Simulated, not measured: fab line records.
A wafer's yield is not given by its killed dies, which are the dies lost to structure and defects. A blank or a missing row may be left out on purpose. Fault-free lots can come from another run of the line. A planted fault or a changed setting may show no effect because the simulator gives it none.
Comparing a struck lot with a sound one | flow sky130 | 17 steps out of a route of 708
Sound: the wafers L394.3, L394.4, L394.6. Struck: wafers L385.3, L385.4, L385.6. The cause is named last.
For every step that has rows: the tool of each side, followed by ch and its chambers, followed by its first start. Under that, the readings that differ: sound wafers | struck wafers | difference of the means | sigmas: that difference in standard deviations of wafers without a fault.
alike: readings with means less than 2 such deviations apart, plus words and numbers identical on both sides. not compared: withheld readings, readings lacking a value on some wafer, bounds such as >300 that could conceal the same value, and numbers that have no deviation in the record and whose values overlap.
A row with sigmas, a row that says differs or no value, or rows on one side alone: a step with any of these is where the two part. Numbers that have no deviation but don't overlap get no sigmas and don't part them. A reading that every wafer of one side lacks parts them only if that side has two wafers or more.

first, 1 step without rows for these wafers: SKY_VT_ADJUST_LVTN_IMPLANT_19.
SKY_VT_ADJUST_LVTN_STRIP_20: strips in O2/N2.
  sound on plasmaAsher-04 ch 0,1, day 13 13:01; struck on plasmaAsher-03 ch 0,1, day 10 12:45
  alike: drypumpMotorCurrentA, oesProductAu, stripTimeToEndpointS
  not compared: rfHoursCounterH
SKY_VT_ADJUST_LVTN_TW_MEAS_21:
  struck on filmMetro-03, day 10 12:50; sound on filmMetro-04, day 13 13:06
  alike: VT_ADJUST_LVTN_2_TW
then, 3 steps without rows for these wafers: SKY_VT_ADJUST_NCORE_DEHYDRATE_00 (time 60 s); SKY_VT_ADJUST_NCORE_HMDS_01 (prime time 60 s); SKY_VT_ADJUST_NCORE_COAT_02 (resist thk 1140 nm).
SKY_VT_ADJUST_NCORE_SOFTBAKE_03: time 61.41 s.
  sound on lithoTrack-02 ch 0, day 14 02:02; struck on lithoTrack-01 ch 0, day 11 00:23
  alike: plateSensorTCentreC, plateSensorTEdgeC
then, 3 steps without rows for these wafers: SKY_VT_ADJUST_NCORE_EXPOSE_04 (exposes mask LVTN COMPLEMENT THIN, target cd 380 nm); SKY_VT_ADJUST_NCORE_PEB_05; SKY_VT_ADJUST_NCORE_DEVELOP_06 (develop time 60 s).
SKY_VT_ADJUST_NCORE_CD_MEAS_07: target cd 380 nm.
  struck on cdSem-02, day 11 12:10; sound on cdSem-01, day 14 15:40
  alike: cdNm
SKY_VT_ADJUST_NCORE_OVL_MEAS_08:
  struck on overlay-02, day 11 12:16; sound on overlay-02, day 14 15:45
  alike: VT_ADJUST_NCORE_OVL
SKY_VT_ADJUST_NCORE_IMPLANT_09:
  sound on implanter-01 ch 0, day 14 15:50; struck on implanter-02 ch 0, day 11 12:20
reading                  | sound              | struck               | difference | sigmas
beamEnergyKeV            | 9.997 9.999 10.001 | 12.407 12.402 12.405 | +2.406     | +99 or more
model.implant.rpNm (nm)  | 33.95 33.95 33.95  | 41.72 41.72 41.72    | +7.77      | 
model.implant.drpNm (nm) | 17.11 17.11 17.11  | 19.97 19.97 19.97    | +2.86      | 
SKY_VT_ADJUST_NCORE_STRIP_10: strips in O2/N2.
  sound on plasmaAsher-04 ch 0,1, day 14 15:58; struck on plasmaAsher-01 ch 0,1, day 11 12:28
  alike: drypumpMotorCurrentA, oesProductAu, stripTimeToEndpointS
  not compared: rfHoursCounterH
SKY_VT_ADJUST_NCORE_TW_MEAS_11:
  struck on filmMetro-01, day 11 12:34; sound on filmMetro-04, day 14 16:03
reading            | sound             | struck            | difference | sigmas
VT_ADJUST_NCORE_TW | 219.4 218.4 219.7 | 230.3 230.4 230.4 | +11.2      | +9
then, 1 step without rows for these wafers: SKY_VT_ADJUST_HVTR_DEHYDRATE_00 (time 60 s).
-- here the record skips 37 days between the struck wafers' starts before and after, leaving off in module VT_ADJUST_HVTR and picking up in module PAD_OPEN (first step shown: number 708 of the route) --
SKY_PAD_OPEN_PROBE_99:
  struck on prober-01, day 48 09:28; sound on prober-02, day 50 08:41
reading                               | sound                       | struck                        | difference | sigmas
model.etest.nfet_16v.rOnOhmUm         | 1.42e+04 1.414e+04 1.42e+04 | 1.453e+04 1.429e+04 1.451e+04 | +2.633e+02 | 
model.etest.pfetG5v0d10v5.offLog10AUm | -12.79 -12.54 -12.64        | -12.01 -11.88 -11.96          | +0.71      | 
model.etest.pfetG5v0d10v5.vtSatV (V)  | -0.6493 -0.6328 -0.6597     | -0.5899 -0.596 -0.5825        | +0.0578    | 
model.etest.pfet_16v.vtV (V)          | -1.112 -1.099 -1.109        | -1.075 -1.08 -1.084           | +0.027     | 
model.etest.pfetG5v0d10v5.vtV (V)     | -0.8333 -0.8215 -0.8501     | -0.8033 -0.8064 -0.7973       | +0.0326    | 
model.etest.pfetG5v0d10v5.vtLongV (V) | -0.9418 -0.9229 -0.9393     | -0.914 -0.9156 -0.919         | +0.018     | 
model.etest.nfet_16v.bodyRiseV (V)    | 0.6813 0.6813 0.6835        | 0.7049 0.6995 0.7121          | +0.0235    | 
  alike: killed_at_M0_to_M3, killed_at_M4_up, killedAtContacts, killedAtFrontEnd, killedAtOther, killedDies, killedOpen, killedShort
  not compared: model.etest.resPwellUnderGate.rsOhmSq

WHERE THEY PART
First at SKY_VT_ADJUST_NCORE_IMPLANT_09; last, within this record, at SKY_VT_ADJUST_NCORE_TW_MEAS_11. Later steps at which nothing parts them and some readings are alike: SKY_PAD_OPEN_PROBE_99.

WHY: what had been put in by the simulator
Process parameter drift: implanter-02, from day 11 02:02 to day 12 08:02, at SKY_VT_ADJUST_NCORE_IMPLANT_09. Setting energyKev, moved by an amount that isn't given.
